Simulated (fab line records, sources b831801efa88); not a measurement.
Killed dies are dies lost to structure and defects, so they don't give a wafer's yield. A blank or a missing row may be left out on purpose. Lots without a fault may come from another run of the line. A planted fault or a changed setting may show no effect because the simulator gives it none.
Which tool did it? | flow sky130 | 13 lots, 39 wafers sampled, at 5 steps of a route of 708

WHAT THE GAUGES READ, wafer by wafer
SKY_NWELL_TW_MEAS_26. Usual: NWELL_2_TW 495, standard deviation 5.
lot  | measured     | on            | NWELL_2_TW  | flag
L624 | day 5 08:41  | film_metro-03 | 490 491 488 |
L625 | day 5 12:55  | film_metro-01 | 496 498 499 |
L631 | day 7 03:09  | film_metro-01 | 504 501 497 |
L634 | day 8 03:49  | film_metro-02 | 497 493 494 |
L636 | day 8 05:35  | film_metro-02 | 495 497 491 |
L637 | day 8 18:04  | film_metro-01 | 499 499 500 |
L639 | day 9 02:07  | film_metro-01 | 502 505 500 |
L640 | day 9 09:05  | film_metro-01 | 502 505 503 |
L641 | day 9 22:03  | film_metro-03 | 492 492 494 |
L642 | day 9 22:23  | film_metro-02 | 494 497 496 |
L643 | day 10 01:59 | film_metro-01 | 503 500 501 |
L644 | day 10 09:22 | film_metro-02 | 492 491 493 |
L645 | day 10 14:29 | film_metro-03 | 487 481 485 |

SKY_VT_ADJUST_NCORE_OVL_MEAS_08. Usual: VT_ADJUST_NCORE_OVL -0.1 nm, standard deviation 1.3.
lot  | measured     | on         | VT_ADJUST_NCORE_OVL (nm) | flag
L624 | day 8 14:33  | overlay-02 | -0.1 -0.5 0.2            |
L625 | day 8 20:34  | overlay-01 | -2.6 -0.8 -0.3           |
L631 | day 10 14:39 | overlay-02 | 133.0 135.6 133.8        | OFF
L634 | day 11 21:22 | overlay-02 | 135.3 135.4 133.0        | OFF
L636 | day 11 21:53 | overlay-01 | 0.5 -1.3 0.1             |
L637 | day 12 13:10 | overlay-01 | 1.3 1.2 1.5              |
L639 | day 12 20:57 | overlay-02 | 1.5 0.2 -0.8             |
L640 | day 13 04:29 | overlay-01 | -0.4 -2.0 -1.2           |
L641 | day 13 21:15 | overlay-01 | 0.3 0.3 0.8              |
L642 | day 13 22:06 | overlay-02 | 0.3 0.3 0.0              |
L643 | day 14 02:53 | overlay-02 | 1.9 0.0 0.4              |
L644 | day 14 11:06 | overlay-02 | 1.2 0.5 0.0              |
L645 | day 14 17:25 | overlay-01 | 0.9 0.5 0.1              |

SKY_VT_ADJUST_NCORE_TW_MEAS_11. Usual: VT_ADJUST_NCORE_TW 218.3, standard deviation 1.2.
lot  | measured     | on            | VT_ADJUST_NCORE_TW | flag
L624 | day 8 14:50  | film_metro-04 | 218.2 218.0 217.9  |
L625 | day 8 20:52  | film_metro-02 | 217.5 218.4 217.3  |
L631 | day 10 14:56 | film_metro-01 | 219.9 218.7 221.5  |
L634 | day 11 21:42 | film_metro-04 | 218.3 218.5 217.0  |
L636 | day 11 22:11 | film_metro-02 | 216.2 216.7 216.8  |
L637 | day 12 13:26 | film_metro-04 | 217.4 216.9 218.4  |
L639 | day 12 21:14 | film_metro-04 | 218.2 217.2 217.7  |
L640 | day 13 04:47 | film_metro-04 | 219.2 218.3 219.7  |
L641 | day 13 21:32 | film_metro-04 | 218.6 218.6 217.6  |
L642 | day 13 22:23 | film_metro-04 | 218.0 220.3 220.0  |
L643 | day 14 03:11 | film_metro-01 | 219.2 219.7 218.6  |
L644 | day 14 11:23 | film_metro-04 | 216.7 217.9 218.1  |
L645 | day 14 17:41 | film_metro-02 | 215.6 216.9 217.7  |

SKY_VT_ADJUST_HVTR_TW_MEAS_11. Usual: VT_ADJUST_HVTR_TW 209.5, standard deviation 2.
lot  | measured     | on            | VT_ADJUST_HVTR_TW | flag
L624 | day 9 12:34  | film_metro-03 | 209.1 209.4 209.2 |
L625 | day 9 18:32  | film_metro-02 | 209.7 211.3 209.8 |
L631 | day 11 14:31 | film_metro-03 | 207.1 208.7 207.3 |
L634 | day 12 21:56 | film_metro-01 | 212.7 213.2 212.1 |
L636 | day 12 22:53 | film_metro-02 | 209.0 209.4 209.3 |
L637 | day 13 14:37 | film_metro-02 | 209.1 209.0 210.2 |
L639 | day 13 22:40 | film_metro-01 | 211.2 212.9 212.0 |
L640 | day 14 06:04 | film_metro-01 | 211.3 211.2 211.1 |
L641 | day 14 23:32 | film_metro-02 | 208.8 208.4 210.1 |
L642 | day 15 01:05 | film_metro-02 | 208.0 208.0 208.9 |
L643 | day 15 06:55 | film_metro-02 | 209.5 209.0 207.1 |
L644 | day 15 14:49 | film_metro-02 | 208.1 206.5 208.4 |
L645 | day 15 20:46 | film_metro-03 | 207.4 207.7 207.7 |

WHICH TOOL RAN EACH LOT (tool, then ch and the chambers of the sampled wafers, then the start)
lot  | SKY_VT_ADJUST_NCORE_EXPOSE_04
L624 | iline_stepper-01 ch 0, day 8 04:14
L625 | iline_stepper-01 ch 0, day 8 09:46
L631 | iline_stepper-02 ch 0, day 10 03:55
L634 | iline_stepper-02 ch 0, day 11 09:04
L636 | iline_stepper-01 ch 0, day 11 10:19
L637 | iline_stepper-01 ch 0, day 12 00:34
L639 | iline_stepper-01 ch 0, day 12 09:25
L640 | iline_stepper-01 ch 0, day 12 16:40
L641 | iline_stepper-01 ch 0, day 13 08:59
L642 | iline_stepper-01 ch 0, day 13 09:38
L643 | iline_stepper-01 ch 0, day 13 14:26
L644 | iline_stepper-01 ch 0, day 13 22:20
L645 | iline_stepper-01 ch 0, day 14 04:10
- SKY_VT_ADJUST_NCORE_EXPOSE_04: exposes mask LVTN COMPLEMENT THIN, target cd 380 nm.

WHAT THE TOOLS THEMSELVES READ (means of the sampled wafers that have a number; where no wafer has one, the mark that the record gives instead)
SKY_VT_ADJUST_NCORE_EXPOSE_04. Usual: exposure_dose_mJ_cm2 138.99, standard deviation 0.13.
lot  | tool             | exposure_dose_mJ_cm2 | flag
L624 | iline_stepper-01 | 139.04               |
L625 | iline_stepper-01 | 138.90               |
L631 | iline_stepper-02 | 139.00               |
L634 | iline_stepper-02 | 138.97               |
L636 | iline_stepper-01 | 138.81               |
L637 | iline_stepper-01 | 138.96               |
L639 | iline_stepper-01 | 138.98               |
L640 | iline_stepper-01 | 138.97               |
L641 | iline_stepper-01 | 138.97               |
L642 | iline_stepper-01 | 138.89               |
L643 | iline_stepper-01 | 139.05               |
L644 | iline_stepper-01 | 138.85               |
L645 | iline_stepper-01 | 139.11               |

THE ANSWER, worked out from the rows above alone
Rule: a lot is off if the mean of its wafers that have a number lies more than 3 standard deviations from the usual mean. A lot without any number at a reading at which 4 lots or more have one is off too. The other lots that the step has rows for count as sound. The gauges are gone through in route order, then the tools' own readings, and for those a lot's mean is taken as printed above. The first step at which some lot is off is used, and at that step the reading that is off furthest; a lot without a number counts as furthest.
Off: L631, L634, at SKY_VT_ADJUST_NCORE_OVL_MEAS_08 (VT_ADJUST_NCORE_OVL).
A tool fits if, at a process step before that reading, it ran every lot that is off, and no sound lot after the first of them. The gauges at SKY_VT_ADJUST_NCORE_OVL_MEAS_08 are tried like those tools. One fits: iline_stepper-02 at SKY_VT_ADJUST_NCORE_EXPOSE_04. It ran no sound lot before its first lot that is off in this sample, so the start can't be narrowed down.

WHAT THE SIMULATOR HAD PUT IN
Scanner matching overlay: iline_stepper-02, from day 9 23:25 on, at SKY_VT_ADJUST_NCORE_EXPOSE_04. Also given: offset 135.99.
Lots struck among those shown: L631, L634. The rule above found the same.
